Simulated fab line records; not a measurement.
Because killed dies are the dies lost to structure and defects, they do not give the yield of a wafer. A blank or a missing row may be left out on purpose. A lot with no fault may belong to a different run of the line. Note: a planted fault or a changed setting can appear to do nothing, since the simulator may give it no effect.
One fault seen from 2 desks    flow gf180mcu    every desk sees just its own numbers, and what lay behind them comes last

## FOR THE TOOL OWNER'S DESK: pvd-sputter-02
The tool's own readings at GF_M4_SPUTTER_00 (material Ti, target thk 37.5 nm, time 150 s): means of the sampled wafers that have a number, for each lot that ran on this tool. Marked OUT: a lot whose mean sits more than 4 standard deviations from the usual mean, which makes it out of limits; the brackets give that distance.
Columns: A = chamber-pressure-pa at GF_M4_SPUTTER_00, usual 1.999 Pa; B = throttle-valve-pct at GF_M4_SPUTTER_00, usual 30.1 %
lot   first seen here  A                B
L487  day 24 12:35     1.998            31.1
L491  day 26 07:22     2.098 (+28) OUT  28.6
L492  day 26 09:18     2.095 (+27) OUT  30.6
This desk's verdict: out of limits on L491, L492, starting with L491 at day 26 07:22 (chamber-pressure-pa at GF_M4_SPUTTER_00). In limits: L487.

## AT THE METROLOGY DESK
What the gauges read, lot by lot, whatever tool the lot ran on: means of the sampled wafers that have a number. Marked OUT: a lot whose mean sits more than 4 standard deviations from the usual mean, which makes it out of limits; the brackets give that distance.
Columns: A = V3_OVL at GF_V3_OVL_MEAS_15, usual 0 nm; B = V3_W_RS at GF_V3_RS_MEAS_24, usual 0.3291 ohm/sq; C = V3_W_THK at GF_V3_THK_MEAS_25, usual 344 nm
lot   first seen here  A   B       C
L487  day 24 11:10     2   0.3274  351
L491  day 26 05:56     -9  0.3307  340
L492  day 26 07:46     -3  0.3296  342
L500  day 28 19:14     1   0.3286  346
L499  day 28 22:32     7   0.3301  344
L501  day 28 23:42     6   0.3321  342
This desk's finding: nothing out of limits on any of the 6 lots.

## ALL TOGETHER
The tool owner's desk had the chance to raise an alarm at day 26 07:22 on L491, L492.
At the metrology desk, nothing out of limits was observed.
The metrology desk has L491, L492 on record, within its limits.
All the named lots went through GF_M4_SPUTTER_00 on pvd-sputter-02.

## WHAT THE SIMULATOR HAD INSERTED
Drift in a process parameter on pvd-sputter-02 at GF_M4_SPUTTER_00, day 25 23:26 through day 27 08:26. The setting chamber-pressure-pa was moved by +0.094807, starting from 2. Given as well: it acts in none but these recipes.
Lots struck among those shown: L491, L492.
Each desk's first reading out of limits, in hours after the fault started: the tool owner's desk, 8.
